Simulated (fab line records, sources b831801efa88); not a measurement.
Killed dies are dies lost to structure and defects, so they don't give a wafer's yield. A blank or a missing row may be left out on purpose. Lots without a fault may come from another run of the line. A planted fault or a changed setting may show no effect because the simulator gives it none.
fab line records | flow sky130
record lots=4 wafers=12 last_day=50
route steps=708 shown LDD_LDN@292 SPACER@304 POLY_CUT@307 SD_P@320 RES_XHIGH@332 SALICIDE@361 PAD_OPEN@708
lots that met no fault: from a run of the same line without faults
start_h: hours from the record's first day to the start of the lot's first wafer shown | wait_h: hours since the lot's step before | " the same as in the row above | L1.1+2: a row that stands for several wafers | - no value, or no start given | * or withheld: withheld | < > ~ a bound
route shown NAME@n: a module of which the file shows steps, and the number in the route of the first | usual: mean/standard deviation of fault-free wafers | same: alike in all rows | chamber/n: place in a boat | sites: the reading at each site | _std_site: their standard deviation | _edge_site: outer sites' mean less inner sites' | radius_mm: how far each site lies from the wafer's centre | mask NAME#n: copy n | behind: the tool/chamber that last shaped the wafer | hold: why the lot was held/for how many hours/how that ended | device: the transistor (n, p or np) that didn't switch | end of line: the same wafers' tests at the end of the route | a step without rows: its recipe alone | killed: dies lost to structure and defects at the first sort, not the wafer's yield | map: a wafer's dies, x killed, . not, _ none there
set.NAME: the setting as run; set.NAME@STEP: as run at that earlier step | model.NAME: the simulator's own value behind a step, which no gauge read
lots at some steps of the route; a table a step, a row a wafer
services: from which hour (start_h, from the record's first day; less than 0 if before it) a tool's chamber was out of use, for how many hours, and why
## steps
# step SKY_LDD_LDN_SOFTBAKE_03
# recipe temp_c=90 time_s=60 resist=NOVOLAK
# step SKY_LDD_LDN_EXPOSE_04
# recipe mask_id=LDNTM na=0.6 source_shape=conventional sigma_outer=0.6 polarization=unpolarized target_cd_nm=700 dose_mj=140
# step SKY_LDD_LDN_PEB_05
# recipe temp_c=withheld time_s=* resist=NOVOLAK
# step SKY_LDD_LDN_DEVELOP_06
# recipe resist=NOVOLAK developer=TMAH develop_time_s=60 dev_temp_c=23
# step SKY_LDD_LDN_IMPLANT_08
# recipe species=As energy_kev=15 dose_cm2=1.25e+13 tilt_deg=withheld rotation_deg=23
# step SKY_LDD_LDN_IMPLANT_09
# recipe species=As energy_kev=15 dose_cm2=1.25e+13 tilt_deg=withheld rotation_deg=113
# step SKY_LDD_LDN_IMPLANT_10
# recipe species=As energy_kev=15 dose_cm2=1.25e+13 tilt_deg=withheld rotation_deg=203
# step SKY_LDD_LDN_IMPLANT_11
# recipe species=As energy_kev=15 dose_cm2=1.25e+13 tilt_deg=withheld rotation_deg=293
# step SKY_LDD_LDN_STRIP_12
# recipe chemistry=O2/N2 power_w=1400 pressure_mtorr=1500 platen_temp_c=withheld o2_flow_sccm=3000 n2_flow_sccm=300 overash_fraction=0.5
# step SKY_LDD_LDN_CLEAN_14
# recipe chemistry=SC1/SC2 mix=1:4:20 temp_c=70 time_s=150 dry=n2_spin
# step SKY_SPACER_CVD_00
# recipe material=Si3N4 precursor=DCS/NH3 target_thk_nm=43.1 temp_c=770 time_s=740 pressure_mtorr=250
# usual spike_tc_bottom_C=789/3 zone_power_centre_pct=13.2/1.6
# columns lot.wafer tool chamber start_h wait_h spike_tc_bottom_C zone_power_centre_pct model.Si3N4_of_SPACER_CVD_00.thk_nm
L951.1 lpcvd-02 0 602.76 0.5 792 15.4 43.21
L951.3 " 0 " " 793 15.5 42.95
L951.5 " 0 " " 793 15.1 42.72
L956.1 lpcvd-02 0 635.37 0.9 792 15.3 47.88
L956.3 " 0 " " 791 15.4 47.47
L956.4 " 0 " " 792 15.4 47.51
L957.4 lpcvd-02 0 646.21 0.7 793 15.2 47.37
L957.5 " 0 " " 792 15.2 47.74
L957.6 " 0 " " 791 15.1 47.78
L966.2 lpcvd-02 1 716.58 0.0 786 11.9 42.99
L966.4 " 1 " " 787 12.0 42.91
L966.6 " 1 " " 789 11.7 43.25
# step SKY_SPACER_THK_MEAS_01
# recipe reads=Si3N4_of_SPACER_CVD_00
# usual SPACER_CVD_00_THK=43.0/0.36
# columns lot.wafer tool chamber start_h wait_h SPACER_CVD_00_THK[nm]
L951.1 film_metro-03 - 603.97 0.0 43.2
L951.3 " - " " 42.9
L951.5 " - " " 42.7
L956.1 film_metro-03 - 636.58 0.0 47.9
L956.3 " - " " 47.4
L956.4 " - " " 47.5
L957.4 film_metro-04 - 647.45 0.0 47.4
L957.5 " - " " 47.7
L957.6 " - " " 47.7
L966.2 film_metro-03 - 717.80 0.0 43.0
L966.4 " - " " 42.9
L966.6 " - " " 43.3
# step SKY_SPACER_ETCHBACK_02
# recipe chemistry=CH3F/O2 target=Si3N4 stop_on=SiO2 source_w=400 bias_w=80 pressure_mtorr=25 ch3f_flow_sccm=40 O2_flow_sccm=30 time_s=46.7 target_depth_a=450
# usual drypump_motor_current_A=5.7/0.48 oes_product_au=0.853/0.0061 throttle_valve_pct=10.562/0.009
# columns lot.wafer tool chamber start_h wait_h drypump_motor_current_A oes_product_au rf_hours_counter_h throttle_valve_pct model.etch.depth_nm
L951.1 rie_diel-01 2 604.03 0.1 5.8 0.858 68 10.574 43.21
L951.3 " 1 " " 5.3 0.852 15 10.556 42.95
L951.5 " 0 " " 4.9 0.848 - 10.561 42.72
L956.1 rie_diel-02 2 636.64 0.1 5.8 0.908 9 10.581 47.88
L956.3 " 1 " " 5.4 0.896 9 10.577 47.47
L956.4 " 0 " " 6.5 0.903 25 10.561 47.51
L957.4 rie_diel-01 1 647.48 0.0 5.2 0.901 16 10.563 47.37
L957.5 " 2 " " 5.8 0.914 - 10.555 47.74
L957.6 " 3 " " 5.0 0.911 - 10.564 47.78
L966.2 rie_diel-03 1 717.85 0.0 6.0 0.854 10 10.561 42.99
L966.4 " 3 " " 6.1 0.863 - 10.554 42.91
L966.6 " 1 " " 6.0 0.859 - 10.563 43.25
# step SKY_POLY_CUT_DEHYDRATE_00
# recipe temp_c=200 time_s=60
# step SKY_POLY_CUT_HMDS_01
# recipe prime_time_s=60 prime_temp_c=120
# step SKY_POLY_CUT_COAT_02
# recipe resist=BARC temp_c=withheld time_s=withheld spin_rpm=3000 resist_thk_nm=60
# step SKY_POLY_CUT_COAT_03
# recipe resist=KrF-thick spin_rpm=3000 resist_thk_nm=450
# step SKY_POLY_CUT_SOFTBAKE_04
# recipe temp_c=100 time_s=90 resist=KrF-thick
# step SKY_POLY_CUT_EXPOSE_05
# recipe mask_id=NPCM na=0.8 source_shape=annular sigma_inner=0.55 sigma_outer=0.85 target_cd_nm=270 dose_mj=32
# step SKY_POLY_CUT_PEB_06
# recipe peb_temp_c=withheld peb_time_s=withheld resist=KrF-thick
# step SKY_POLY_CUT_DEVELOP_07
# recipe develop_time_s=60 resist=KrF-thick dev_temp_c=21
# step SKY_POLY_CUT_ETCH_10
# recipe chemistry=N2/H2 target=BARC ion_energy_ev=200 source_w=500 bias_w=100 pressure_mtorr=30 n2_flow_sccm=100 h2_flow_sccm=200 stop_on=SiO2 time_s=45.9 target_depth_a=600
# step SKY_POLY_CUT_ETCH_11
# recipe target=Si3N4 chemistry=CF4/CH2F2/Ar stop_on=poly-Si source_w=600 bias_w=150 pressure_mtorr=40 cf4_flow_sccm=40 ch2f2_flow_sccm=20 Ar_flow_sccm=150 time_s=42.5 target_depth_a=600
# step SKY_POLY_CUT_STRIP_12
# recipe chemistry=O2/N2 power_w=1400 pressure_mtorr=1500 platen_temp_c=withheld o2_flow_sccm=3000 n2_flow_sccm=300 overash_fraction=0.5
# step SKY_SD_P_DEHYDRATE_00
# recipe temp_c=200 time_s=60
# step SKY_SD_P_HMDS_01
# recipe prime_time_s=60 prime_temp_c=120
# step SKY_SD_P_COAT_02
# recipe resist=NOVOLAK spin_rpm=3000 resist_thk_nm=1140
# step SKY_SD_P_SOFTBAKE_03
# recipe temp_c=90 time_s=60 resist=NOVOLAK
# step SKY_SD_P_EXPOSE_04
# recipe mask_id=PSDM na=0.6 source_shape=conventional sigma_outer=0.6 polarization=unpolarized target_cd_nm=380 dose_mj=138
# step SKY_SD_P_PEB_05
# recipe temp_c=withheld time_s=* resist=NOVOLAK
# step SKY_SD_P_DEVELOP_06
# recipe resist=NOVOLAK developer=TMAH develop_time_s=60 dev_temp_c=23
# step SKY_SD_P_IMPLANT_09
# recipe species=BF2 energy_kev=20 dose_cm2=3e+15 tilt_deg=0
# step SKY_SD_P_STRIP_10
# recipe chemistry=O2/N2 power_w=1400 pressure_mtorr=1500 platen_temp_c=withheld o2_flow_sccm=3000 n2_flow_sccm=300 overash_fraction=0.5
# step SKY_RES_XHIGH_DEHYDRATE_00
# recipe temp_c=200 time_s=60
# step SKY_RES_XHIGH_HMDS_01
# recipe prime_time_s=60 prime_temp_c=120
# step SKY_SALICIDE_CLEAN_00
# recipe chemistry=HF-last time_s=30 dilution=100:1 dry=ipa_marangoni
# columns lot.wafer tool chamber start_h wait_h model.Si3N4_of_SPACER_CVD_00.thk_nm
L951.1 wet_bench-02 0 718.64 0.1 42.24
L951.3 " 0 " " 41.99
L951.5 " 0 " " 41.76
L956.1 wet_bench-03 0 749.54 0.1 46.89
L956.3 " 0 " " 46.48
L956.4 " 0 " " 46.52
L957.4 wet_bench-02 1 759.23 0.0 46.4
L957.5 " 1 " " 46.76
L957.6 " 1 " " 46.81
L966.2 wet_bench-01 1 825.79 0.1 42.03
L966.4 " 1 " " 41.95
L966.6 " 1 " " 42.29
# step SKY_PAD_OPEN_PROBE_99
# usual killed_at_M0_to_M3=44/7 killed_at_M4_up=3.1/1.8 killed_at_contacts=25/5.1 killed_at_front_end=15/4.3 killed_at_other=0.3/0.61 killed_dies=87/9.8 killed_open=48/7 killed_short=38/6.3
# same gross_dies=492 killed_at_back_side=0
# columns lot.wafer tool chamber start_h wait_h killed_at_M0_to_M3 killed_at_M4_up killed_at_contacts killed_at_front_end killed_at_other killed_dies killed_open killed_short model.etest.pfet_01v8.r_on_ohm_um model.etest.sonos_uncharged.r_on_ohm_um model.etest.pfet_01v8.drive_ua_um model.etest.pfet_01v8_hvt.drive_ua_um model.etest.sram_pfet_latch.drive_ua_um model.etest.pfet_01v8_hvt.off_log10_a_um
L951.1 prober-02 - 1127.74 0.1 33 2 35 17 0 87 51 36 2895 811.4 192.5 141.8 140.7 -12.98
L951.3 prober-02 - 1127.84 0.2 37 3 20 11 0 71 40 31 2899 799.3 192.2 143 147 -12.95
L951.5 prober-02 - 1127.94 0.2 54 5 19 14 0 92 46 46 2832 800.2 199.6 148.3 145.6 -12.7
L956.1 prober-01 - 1150.87 0.1 36 6 21 14 0 77 47 30 3072 856.3 180.8 135 133.8 -13.48
L956.3 prober-01 - 1150.97 0.2 44 3 24 13 0 84 47 37 3051 830.9 182.5 136.2 135.3 -13.46
L956.4 prober-01 - 1151.02 0.2 44 2 24 13 0 83 43 40 3100 837.6 180 133.7 135.7 -13.49
L957.4 prober-02 - 1154.69 0.2 40 7 25 13 1 86 48 37 2955 827.8 189.2 140 132.5 -13.17
L957.5 prober-02 - 1154.74 0.2 56 1 25 22 0 104 59 44 2974 841.8 187.2 139.5 139.5 -13.36
L957.6 prober-02 - 1154.79 0.2 37 0 28 11 0 76 43 33 2912 830.1 190.9 143.7 142.2 -13.27
L966.2 prober-01 - 1196.09 0.1 39 2 20 9 0 70 38 32 2974 803.6 186.2 139.3 144.7 -13.1
L966.4 prober-01 - 1196.19 0.2 48 1 25 15 1 90 50 40 2872 791.3 193.6 145.6 149.3 -13.13
L966.6 prober-01 - 1196.29 0.2 42 3 31 17 0 93 54 38 2921 795.4 189 141.4 146.1 -13.27
# killed by level:class
L951.1 CONTACT:geometric_particle:open=12 VIA1:geometric_particle:open=8 LOCAL_INTERCONNECT:geometric_particle:short=7 CONTACT:geometric_particle:short=7 LI_CONTACT:geometric_particle:open=6 POLY_GATE:geometric_particle:short=5 VIA2:geometric_particle:open=5 VIA3:geometric_particle:open=5
L951.3 VIA1:geometric_particle:open=11 CONTACT:geometric_particle:open=6 LI_CONTACT:geometric_particle:open=6 VIA1:geometric_particle:short=5 VIA3:geometric_particle:open=5 METAL1:geometric_particle:short=4 FIELD_ISO:geometric_particle:short=3 LOCAL_INTERCONNECT:geometric_particle:short=3
L951.5 VIA1:geometric_particle:open=11 VIA3:geometric_particle:open=10 METAL2:geometric_particle:short=8 CONTACT:geometric_particle:open=7 METAL1:geometric_particle:short=7 VIA2:geometric_particle:open=6 FIELD_ISO:geometric_particle:short=5 LI_CONTACT:geometric_particle:open=5
L956.1 LI_CONTACT:geometric_particle:open=10 VIA1:geometric_particle:open=10 FIELD_ISO:geometric_particle:short=6 METAL1:geometric_particle:short=6 VIA3:geometric_particle:open=5 VIA2:geometric_particle:open=4 LOCAL_INTERCONNECT:geometric_particle:short=4 CONTACT:geometric_particle:open=4
L956.3 VIA1:geometric_particle:open=13 CONTACT:geometric_particle:open=9 LI_CONTACT:geometric_particle:open=8 METAL2:geometric_particle:short=8 VIA3:geometric_particle:open=6 FIELD_ISO:geometric_particle:short=5 VIA1:geometric_particle:short=5 VIA2:geometric_particle:open=4
L956.4 CONTACT:geometric_particle:short=9 VIA1:geometric_particle:open=8 VIA3:geometric_particle:open=8 FIELD_ISO:geometric_particle:open=5 CONTACT:geometric_particle:open=5 VIA1:geometric_particle:short=5 VIA2:geometric_particle:open=5 VIA3:geometric_particle:short=5
L957.4 CONTACT:geometric_particle:open=12 VIA1:geometric_particle:open=8 LI_CONTACT:geometric_particle:open=7 VIA2:geometric_particle:open=6 FIELD_ISO:geometric_particle:open=4 LOCAL_INTERCONNECT:geometric_particle:short=4 METAL3:geometric_particle:short=4 METAL1:geometric_particle:short=4
L957.5 VIA1:geometric_particle:open=14 FIELD_ISO:geometric_particle:open=8 LI_CONTACT:geometric_particle:open=8 CONTACT:geometric_particle:open=7 VIA1:geometric_particle:short=7 VIA3:geometric_particle:open=7 METAL1:geometric_particle:short=6 CONTACT:geometric_particle:short=5
L957.6 CONTACT:geometric_particle:open=12 LI_CONTACT:geometric_particle:open=9 VIA2:geometric_particle:open=7 METAL2:geometric_particle:short=6 METAL1:geometric_particle:short=6 VIA1:geometric_particle:open=6 LOCAL_INTERCONNECT:geometric_particle:short=5 FIELD_ISO:geometric_particle:open=3
L966.2 VIA1:geometric_particle:open=8 CONTACT:geometric_particle:open=7 METAL2:geometric_particle:short=7 LI_CONTACT:geometric_particle:open=5 METAL1:geometric_particle:short=5 LOCAL_INTERCONNECT:geometric_particle:short=5 VIA2:geometric_particle:open=5 VIA3:geometric_particle:open=4
L966.4 CONTACT:geometric_particle:open=10 VIA1:geometric_particle:open=10 VIA3:geometric_particle:open=10 LI_CONTACT:geometric_particle:open=7 POLY_GATE:geometric_particle:open=5 POLY_GATE:geometric_particle:short=5 VIA1:geometric_particle:short=4 METAL2:geometric_particle:short=4
L966.6 CONTACT:geometric_particle:open=17 VIA1:geometric_particle:open=8 POLY_GATE:geometric_particle:open=6 METAL1:geometric_particle:short=6 VIA3:geometric_particle:open=5 METAL2:geometric_particle:short=5 METAL3:geometric_particle:short=5 FIELD_ISO:geometric_particle:open=4
## services
# columns tool chamber start_h hours kind
rie_diel-03 0 595.95 - clean
rie_diel-03 0 595.95 37.5 scheduled_down
rie_diel-03 0 595.95 37.5 vent_cycle
rie_diel-01 2 597.04 1.4 repair
rie_diel-02 - 601.68 14.6 pm
rie_diel-01 - 618.49 3.7 repair
rie_diel-01 2 622.17 - clean
rie_diel-01 2 622.17 12.1 scheduled_down
rie_diel-01 2 622.17 12.1 vent_cycle
rie_diel-02 2 642.89 1.7 repair
rie_diel-03 1 651.53 5.1 repair
rie_diel-03 - 660.29 4.3 pm
rie_diel-02 - 668.11 10.0 pm
wet_bench-02 - 682.41 2.8 repair
rie_diel-03 2 714.51 40.5 repair
rie_diel-01 2 748.56 4.4 repair
rie_diel-03 2 755.01 - clean
rie_diel-03 2 755.01 14.3 scheduled_down
rie_diel-03 2 755.01 14.3 vent_cycle
rie_diel-02 2 780.93 19.0 repair
rie_diel-03 0 810.73 6.6 repair
## key
first_sign step=SKY_SPACER_THK_MEAS_01 reading=SPACER_CVD_00_THK direction=up sigmas=13 usual=43.0 struck=47.6
effect step=SKY_SPACER_ETCHBACK_02 reading=oes_product_au direction=up sigmas=8.5 usual=0.853 struck=0.905
model_effect step=SKY_SPACER_CVD_00 value=Si3N4_of_SPACER_CVD_00.thk_nm without=43.06 struck=47.62
model_effect step=SKY_SPACER_ETCHBACK_02 value=etch.depth_nm without=43.06 struck=47.62
model_effect step=SKY_SALICIDE_CLEAN_00 value=Si3N4_of_SPACER_CVD_00.thk_nm without=42.08 struck=46.64
model_effect step=SKY_PAD_OPEN_PROBE_99 value=etest.pfet_01v8.r_on_ohm_um without=2874 struck=3011
met_at SKY_SPACER_CVD_00
struck_wafers L956.1,L956.3,L956.4,L957.4,L957.5,L957.6
tester_left_out L956,L957
onset_between 602.76 635.37
fault kind=process_parameter_drift tool=lpcvd-02 chamber=0 onset_h=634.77 steps=SKY_SPACER_CVD_00 channel=target_thk_nm offset=4.5603 shape=step end_h=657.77 acts_in=these_recipes_only stated=43.1
# tester_left_out: of these lots the tester's yield and bins aren't shown, on N5 and GAA mostly nor the transistor test; their killed dies are dies lost to structure and defects alone, not to doping, threshold or leakage, so they don't give the yield
